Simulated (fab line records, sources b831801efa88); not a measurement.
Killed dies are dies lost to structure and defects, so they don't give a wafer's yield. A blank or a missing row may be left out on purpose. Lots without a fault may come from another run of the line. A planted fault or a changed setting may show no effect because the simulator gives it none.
Chamber matching | flow sky130 | SKY_SONOS_ONO_ETCH_15 on rie_diel-01: 4 sister chambers
The step etches the open film in CHF3/O2, target depth 19.52 nm, time 7.8 s. 4 wafers are shown with their chamber, then 7 later ones without.

WAFERS WITH THEIR CHAMBER
wafer  | chamber | oes_product_au (a.u.)
L843.1 | 1       | 1.005
L843.2 | 3       | 0.997
L845.2 | 0       | 1.004
L845.3 | 2       | 1.005

WAFERS WITHOUT THEIR CHAMBER
wafer  | oes_product_au (a.u.)
L845.5 | 1.011
L847.2 | 0.992
L847.5 | 1.000
L847.6 | 0.992
L852.4 | 1.010
L852.5 | 1.011
L852.6 | 0.984

WHICH CHAMBER EACH WENT THROUGH
wafer  | from the rows above               | in truth
L845.5 | can't be placed: 1 or 2 or 0 or 3 | 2
L847.2 | can't be placed: 3 or 0 or 1 or 2 | 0
L847.5 | can't be placed: 3 or 0 or 1 or 2 | 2
L847.6 | can't be placed: 3 or 0 or 1 or 2 | 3
L852.4 | can't be placed: 1 or 2 or 0 or 3 | 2
L852.5 | can't be placed: 1 or 2 or 0 or 3 | 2
L852.6 | can't be placed: 3 or 0 or 1 or 2 | 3
Placed correctly: 0 of 7. Can't be placed from these rows: 7 (the true chamber is among the candidates in 7). Placed wrongly: 0.
How it was worked out, from the rows above alone: a wafer's distance from a chamber is the root of the sum, over the readings, of the square of ((its reading less the chamber's mean) divided by the reading's scatter). The wafer belongs to the nearest chamber; if the next one is less than 2 further off, it can't be placed. A chamber's mean is the mean of its shown wafers. The scatter: with one shown wafer a chamber, the root of the mean of the squares of how far each hidden wafer lies from its nearest shown one.
